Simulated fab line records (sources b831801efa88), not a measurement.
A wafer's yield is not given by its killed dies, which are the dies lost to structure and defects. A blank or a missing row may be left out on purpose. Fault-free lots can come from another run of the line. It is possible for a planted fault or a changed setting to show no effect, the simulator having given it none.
Matching of chambers | flow sky130 | SKY_VIA1_ETCH_15 on rie-diel-04: 4 sister chambers
The step etches SiO2 in C4F8/O2/Ar, stops on TiN, target depth 351 nm, time 54 s. 8 wafers are shown with their chamber, then 8 later ones without.

## WAFERS WITH THEIR CHAMBER
wafer  | chamber | rf-fwd-power-W (W) | oes-product-au (a.u.)
L080.6 | 0       | 1488               | 0.983
L083.2 | 3       | 1480               | 0.973
L083.3 | 2       | 1484               | 0.985
L083.5 | 1       | 1484               | 0.980
L087.2 | 3       | 1481               | 0.980
L087.3 | 2       | 1486               | 0.981
L087.4 | 0       | 1482               | 0.975
L089.3 | 1       | 1497               | 0.983

## WAFERS MISSING THEIR CHAMBER
wafer  | rf-fwd-power-W (W) | oes-product-au (a.u.)
L089.4 | 1488               | 0.979
L089.5 | 1485               | 0.972
L090.1 | 1484               | 0.978
L090.2 | 1492               | 0.973
L090.3 | 1488               | 0.979
L093.1 | 1487               | 0.987
L093.2 | 1472               | 0.974
L093.5 | 1484               | 0.977

## WHICH CHAMBER EACH WENT THROUGH
wafer  | from the rows above               | in truth
L089.4 | can't be placed: 0 or 1 or 2 or 3 | 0
L089.5 | can't be placed: 3 or 0 or 1 or 2 | 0
L090.1 | can't be placed: 0 or 3 or 2 or 1 | 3
L090.2 | can't be placed: 0 or 1 or 3 or 2 | 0
L090.3 | can't be placed: 0 or 1 or 2 or 3 | 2
L093.1 | can't be placed: 2 or 1 or 0 or 3 | 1
L093.2 | can't be placed: 3 or 0 or 2      | 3
L093.5 | can't be placed: 0 or 3 or 2 or 1 | 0
Placed correctly: 0 of 8. Can't be placed from these rows: 8 (the true chamber is among the candidates in 8). Placed wrongly: 0.
How it was worked out, from the rows above alone: a wafer's distance from a chamber is the root of the sum, over the readings, of the square of ((its reading less the chamber's mean) divided by the reading's scatter). The wafer belongs to the nearest chamber; if the next one is less than 2 further off, it can't be placed. Each chamber's mean is taken over the wafers shown for it. The scatter is the square root of a quotient: the sum, over the shown wafers, of each reading's squared deviation from its chamber's mean, divided by wafers minus chambers.
